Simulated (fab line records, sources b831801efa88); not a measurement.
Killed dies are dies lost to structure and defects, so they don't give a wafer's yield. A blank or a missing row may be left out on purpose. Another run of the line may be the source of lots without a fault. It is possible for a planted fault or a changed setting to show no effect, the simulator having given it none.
Struck lot and sound lot, side by side / flow sky130 / 35 out of 708 route steps
Sound: these wafers, L192.1, L192.5, L192.6. Wafers L204.3, L204.5, L204.6 were the ones struck. At the end, the cause is stated.
At each step with rows: each side's tool, then ch and its chambers, then its first start. Under that, the readings that differ: sound wafers / struck wafers / difference of the means / sigmas: that difference in standard deviations of wafers without a fault.
alike: a reading whose means differ by less than 2 such deviations, as well as words and numbers matching on both sides. not compared: withheld readings; readings where some wafer has no value; bounds like >300 that might hide an equal value; numbers whose values overlap and for which the record gives no deviation.
The two part at a step that has a row with sigmas, a row that says differs or no value, or rows on one side only. Numbers that have no deviation but don't overlap get no sigmas and don't part them. A reading that every wafer of one side lacks parts them only if that side has two wafers or more.

first, 9 steps without rows for these wafers: SKY_METAL3_DESCUM_15 (chemistry O2, time 8 s); SKY_METAL3_ETCH_16 (etches BARC in N2/H2, stops on SiO2, time 88.2 s, target depth 60 nm); SKY_METAL3_ETCH_17 (etches SiO2 in C4F8/O2/Ar, stops on TiN, time 3.9 s, target depth 15 nm); SKY_METAL3_METAL_ETCH_18 (etches the open film in Cl2/BCl3, stops on SiO2, target depth 845 nm, time 183.1 s); SKY_METAL3_STRIP_19 (strips in O2/N2); SKY_METAL3_STRIP_20 (strips in post etch residue remover, time 1200 s); SKY_METAL3_CLEAN_21 (cleans in IPA, time 180 s); SKY_METAL3_CLEAN_22 (cleans in O3/DIW); SKY_VIA3_HDPCVD_00 (deposits SiO2, target thk 1635 nm, time 272.5 s).
SKY_VIA3_CMP_02: polishes SiO2.
  sound on cmp-01 ch 1,2, day 41 05:37; struck on cmp-01 ch 2,3, day 44 07:40
reading=model.SiO2_of_VIA3_HDPCVD_00.thk-nm (nm); sound=465.4 464.2 464.7; struck=417.4 416.9 417.1; difference=-47.6; sigmas=
  alike: edge-zone-pressure-frac, motor-current-A
then, 9 steps without rows for these wafers: SKY_VIA3_DEHYDRATE_04 (time 60 s); SKY_VIA3_HMDS_05 (prime time 60 s); SKY_VIA3_COAT_06 (resist thk 60 nm); SKY_VIA3_COAT_07 (resist thk 450 nm); SKY_VIA3_SOFTBAKE_08 (time 90 s); SKY_VIA3_EXPOSE_09 (exposes mask VIM3, target cd 200 nm); SKY_VIA3_PEB_10; SKY_VIA3_DEVELOP_11 (develop time 60 s); SKY_VIA3_ETCH_14 (etches BARC in N2/H2, stops on SiO2, time 45.9 s, target depth 60 nm).
SKY_VIA3_ETCH_15: etches SiO2 in C4F8/O2/Ar, stops on TiN, target depth 507 nm, time 78 s.
  sound on rie-diel-03 ch 2,3, day 42 06:04; struck on rie-diel-04 ch 0,1, day 45 06:04
reading=oes-product-au (a.u.); sound=0.949 0.947 0.947; struck=0.891 0.888 0.890; difference=-0.058; sigmas=-12
reading=model.VIA3.feature-depth-nm (nm); sound=465.4 464.2 464.7; struck=417.4 416.9 417.1; difference=-47.6; sigmas=
reading=model.etch.depth-nm (nm); sound=465.4 464.2 464.7; struck=417.4 416.9 417.1; difference=-47.6; sigmas=
  not compared: rf-hours-counter-h
then, 13 steps without rows for these wafers: SKY_VIA3_STRIP_16 (strips in O2/N2); SKY_VIA3_STRIP_17 (strips in post etch residue remover, time 1200 s); SKY_VIA3_CLEAN_18 (cleans in IPA, time 180 s); SKY_VIA3_CLEAN_19 (cleans in O3/DIW); SKY_VIA3_SPUTTER_20 (material TiN, target thk 20 nm, time 80 s); SKY_VIA3_CVD_21 (deposits W, target thk 390 nm, time 117.31 s); SKY_VIA3_CMP_24 (polishes, stops on SiO2, t overpolish 20 s, target thk 0 nm); SKY_METAL4_SPUTTER_00 (material Ti, target thk 15 nm, time 10 s); SKY_METAL4_SPUTTER_01 (material TiN, target thk 20 nm, time 16.7 s); SKY_METAL4_SPUTTER_02 (material AlCu, target thk 735 nm, time 39.1 s); SKY_METAL4_SPUTTER_03 (material Ti, target thk 5 nm, time 3.3 s); SKY_METAL4_SPUTTER_04 (material TiN, target thk 70 nm, time 58.3 s); SKY_CAP2M_CVD_00 (deposits SiO2, target thk 15.5 nm).
SKY_METAL4_METAL_ETCH_18: etches the open film in Cl2/BCl3, stops on SiO2, target depth 845 nm, time 183.1 s.
  sound on rie-metal-04 ch 0,1, day 44 06:16; struck on rie-metal-02 ch 0,1, day 47 01:29
reading=model.SiO2_of_VIA3_HDPCVD_00.thk-nm (nm); sound=435.6 434.2 435; struck=387.7 387.4 387.7; difference=-47.3; sigmas=
  alike: drypump-motor-current-A, oes-product-au, throttle-valve-pct
  not compared: rf-hours-counter-h
SKY_PAD_OPEN_PROBE_99:
  rows exist in the record for the sound wafers here (prober-02, day 47 22:09), none for the struck ones

WHERE THEY PART
First at SKY_VIA3_ETCH_15; last, within this record, at SKY_PAD_OPEN_PROBE_99.

WHY: what had been put in by the simulator
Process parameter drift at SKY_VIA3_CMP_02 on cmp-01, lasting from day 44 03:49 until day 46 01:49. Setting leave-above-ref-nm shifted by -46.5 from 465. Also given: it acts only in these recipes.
